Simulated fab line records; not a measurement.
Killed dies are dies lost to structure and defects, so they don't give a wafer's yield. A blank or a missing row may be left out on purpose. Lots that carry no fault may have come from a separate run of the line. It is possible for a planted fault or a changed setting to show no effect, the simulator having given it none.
Which tool was responsible? | flow sky130 | 6 lots with 18 wafers sampled at 3 steps, on a route of 708 steps

== WHAT THE GAUGES SHOWED, per wafer ==
SKY_GATE_OXIDE_OVL_MEAS_10.
lot  | measured     | on         | GATE_OXIDE_OVL (nm)
L693 | day 14 03:40 | overlay-02 | 0.3 0.0 0.1
L696 | day 19 04:40 | overlay-01 | -163.1 -160.5 -162.5
L698 | day 19 04:58 | overlay-02 | -0.3 0.2 -0.2
L702 | day 19 07:13 | overlay-01 | 0.6 0.7 1.7
L706 | day 19 13:40 | overlay-02 | 0.5 0.2 1.0
L712 | day 20 11:03 | overlay-01 | 0.2 -1.5 -1.2

== WHAT TOOL EACH LOT RAN ON (gives the tool, then ch and the chambers of the sampled wafers, and finally the start) ==
lot  | SKY_VT_ADJUST_PCH_STRIP_09           | SKY_GATE_OXIDE_EXPOSE_07
L693 | plasma-asher-03 ch 1, day 10 17:47   | iline-stepper-02 ch 0, day 13 15:56
L696 | plasma-asher-01 ch 0,1, day 11 13:45 | iline-stepper-02 ch 0, day 18 14:14
L698 | plasma-asher-03 ch 0,1, day 12 04:35 | iline-stepper-01 ch 0, day 18 14:51
L702 | plasma-asher-01 ch 0,1, day 13 12:56 | iline-stepper-01 ch 0, day 18 17:07
L706 | plasma-asher-01 ch 0,1, day 14 21:13 | iline-stepper-01 ch 0, day 18 23:59
L712 | plasma-asher-04 ch 0, day 16 11:17   | iline-stepper-01 ch 0, day 19 20:07
- SKY_VT_ADJUST_PCH_STRIP_09: strips in O2/N2.
- SKY_GATE_OXIDE_EXPOSE_07: exposes mask LVOM, target cd 600 nm.

== THE ANSWER, worked out from the rows above alone ==
Rule: usual is defined by the lots themselves. Put in order of their means at a reading, lots are off if they are a third of the lots or fewer, leave a main group of 4 or more, and stand apart from it by a gap of 3 or more times the standard deviation of the main group's means; of several such gaps the widest counts. A main group is skipped when, at the precision printed for the reading in the tables above, its means are all equal. Also off: a lot with no number at a reading for which 4 or more lots have one. Any other lot the step has rows for is counted as sound.
Off: L696, at SKY_GATE_OXIDE_OVL_MEAS_10 (GATE_OXIDE_OVL). For the main group the mean is 0.2 nm and the standard deviation 0.62.
If a tool, at a process step before that reading, ran all the lots that are off and no sound lot after the first of them, it fits. Those tools and the gauges at SKY_GATE_OXIDE_OVL_MEAS_10 are tried in the same way. One candidate fits, namely iline-stepper-02 at SKY_GATE_OXIDE_EXPOSE_07. Its last sound lot is L693 (day 13 15:56), its first lot that is off L696 (day 18 14:14): a fault that began between those two fits.

== WHAT HAD BEEN PUT IN BY THE SIMULATOR ==
Scanner matching overlay: iline-stepper-02, from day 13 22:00 on, at SKY_GATE_OXIDE_EXPOSE_07. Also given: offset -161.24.
Struck lots among those shown: L696. Same finding as the rule above.
